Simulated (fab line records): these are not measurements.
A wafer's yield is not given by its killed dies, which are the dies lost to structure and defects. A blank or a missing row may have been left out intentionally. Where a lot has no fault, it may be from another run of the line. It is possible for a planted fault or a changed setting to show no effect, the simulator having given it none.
One fault through the eyes of 2 desks ; flow sky130 ; what lay behind the numbers comes last; until then each desk has only its own

## FOR THE TOOL OWNER'S DESK: plasma-asher-02
The tool's own readings at SKY_SONOS_ONO_STRIP_17 (strips in O2/N2): means of the sampled wafers that have a number, for each lot that ran on this tool. Marked OUT: a lot whose mean sits more than 4 standard deviations from the usual mean, which makes it out of limits; the brackets give that distance.
Columns: A = drypump-motor-current-A at SKY_SONOS_ONO_STRIP_17, usual 5.76 A; B = n2-flow-sccm at SKY_SONOS_ONO_STRIP_17, usual 300.0 sccm; C = oes-product-au at SKY_SONOS_ONO_STRIP_17, usual 0.710 a.u.; D = strip-time-to-endpoint-s at SKY_SONOS_ONO_STRIP_17, usual 14.10 s
lot;first seen here;A;B;C;D
L964;day 14 02:46;5.81;300.0;0.711;14.09
L965;day 14 12:49;5.81;300.2;0.710;14.12
L975;day 17 18:05;5.83;300.8;0.921 (+43) OUT;-
L984;day 20 19:46;5.86;300.6;0.712;14.13
This desk's finding: out of limits on L975; first on L975, day 17 18:05 (oes-product-au at SKY_SONOS_ONO_STRIP_17). L964, L965, L984: within limits.

## METROLOGY DESK
Lot by lot, what the gauges showed, no matter which tool ran the lot: averages of those sampled wafers that carry a number. Marked OUT: a lot whose mean sits more than 4 standard deviations from the usual mean, which makes it out of limits; the brackets give that distance.
Columns: A = cd-nm at SKY_METAL1_CD_MEAS_15, usual 139.7 nm; B = VIA1_W_THK at SKY_VIA1_THK_MEAS_23, usual 258.9 nm
lot;first seen here;A;B
L962;day 34 03:10;139.4;260.0
L963;day 34 06:54;140.6;257.9
L964;day 34 11:13;138.9;258.4
L965;day 35 06:04;138.0;260.4
L968;day 35 17:01;139.4;261.4
L969;day 36 14:18;140.3;258.3
L974;day 37 21:52;140.1;254.8
L982;day 39 23:36;139.8;256.3
L983;day 40 13:40;141.1;260.6
L984;day 40 14:38;136.6;258.3
L985;day 40 22:56;142.9;261.7
This desk's finding: nothing out of limits on any of the 11 lots.

## PUT TOGETHER
At day 17 18:05, on L975, the tool owner's desk was in a position to raise an alarm.
From the metrology desk's view, nothing was out of limits.
The metrology desk has no number on record for L975.
The lots listed all ran SKY_SONOS_ONO_STRIP_17 on plasma-asher-02.

## WHAT WAS PUT IN BY THE SIMULATOR
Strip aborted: plasma-asher-02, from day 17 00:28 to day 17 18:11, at SKY_SONOS_ONO_STRIP_17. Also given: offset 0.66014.
Shown lots that were struck: L975.
How many hours passed from the start of the fault until each desk's first out-of-limits reading: the tool owner's desk, 18.
